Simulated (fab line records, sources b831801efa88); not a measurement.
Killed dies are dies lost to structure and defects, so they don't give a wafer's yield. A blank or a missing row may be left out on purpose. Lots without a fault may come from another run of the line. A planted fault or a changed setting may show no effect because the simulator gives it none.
Chamber matching | flow gf180mcu | GF_V3_CMP_26 on cmp-01: 4 sister chambers
The step polishes, stops on SiO2, t overpolish 15 s, target thk 0 nm. 16 wafers are shown with their chamber, then 8 later ones without.

WAFERS WITH THEIR CHAMBER
wafer  | chamber | motor_current_A (A) | edge_zone_pressure_frac | time_to_endpoint_s (s)
L107.3 | 1       | 8.8                 | 0.992                   | 89
L107.5 | 0       | 12.4                | 1.000                   | 82
L107.6 | 3       | 10.6                | 0.997                   | 85
L120.3 | 1       | 9.1                 | 1.000                   | 85
L120.5 | 0       | 12.4                | 0.992                   | 84
L120.6 | 1       | 9.0                 | 1.002                   | 82
L121.1 | 0       | 11.7                | 1.003                   | 81
L121.4 | 3       | 11.5                | 1.003                   | 76
L121.6 | 3       | 11.1                | 1.000                   | 79
L122.2 | 3       | 11.3                | 1.003                   | 80
L122.3 | 1       | 9.2                 | 1.006                   | 83
L122.5 | 3       | 11.4                | 1.000                   | 83
L124.1 | 2       | 12.8                | 1.009                   | 83
L124.4 | 3       | 11.4                | 1.001                   | 81
L124.6 | 3       | 11.2                | 1.007                   | 81
L127.2 | 1       | 8.9                 | 1.003                   | 90

SIGNATURES (means of the wafers above)
reading                 | chamber 0 | chamber 1 | chamber 2 | chamber 3 | scatter within a chamber
motor_current_A         | 12.167    | 9.000     | 12.800    | 11.214    | 0.285
edge_zone_pressure_frac | 0.99833   | 1.00060   | 1.00900   | 1.00157   | 0.00443
time_to_endpoint_s      | 82.33     | 85.80     | 83.00     | 80.71     | 2.96
Rule: a wafer's distance from a chamber is the root of the sum, over the readings, of the square of ((its reading less the chamber's mean) divided by the reading's scatter). The wafer belongs to the nearest chamber; if the next one is less than 2 further off, it can't be placed. The scatter: the root of (the sum of the squares of (reading less its chamber's mean) over the shown wafers, divided by (wafers less chambers)).

WAFERS WITHOUT THEIR CHAMBER
wafer  | motor_current_A (A) | edge_zone_pressure_frac | time_to_endpoint_s (s)
L127.4 | 12.8                | 1.000                   | 90
L127.6 | 12.3                | 0.992                   | 88
L128.2 | 12.2                | 1.005                   | 87
L128.3 | 11.8                | 1.008                   | 85
L128.4 | 9.3                 | 1.002                   | 82
L129.1 | 12.4                | 1.000                   | 83
L129.2 | 11.7                | 1.007                   | 84
L129.6 | 12.7                | 1.002                   | 89

WHICH CHAMBER EACH WENT THROUGH
wafer  | from the rows above          | in truth
L127.4 | can't be placed: 2 or 0      | 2
L127.6 | 0                            | 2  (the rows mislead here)
L128.2 | can't be placed: 0 or 2 or 3 | 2
L128.3 | can't be placed: 0 or 3 or 2 | 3
L128.4 | 1                            | 1
L129.1 | can't be placed: 0 or 2      | 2
L129.2 | can't be placed: 3 or 0 or 2 | 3
L129.6 | can't be placed: 2 or 0      | 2
Placed correctly: 1 of 8. Can't be placed from these rows: 6 (the true chamber is among the candidates in 6). Placed wrongly: 1.
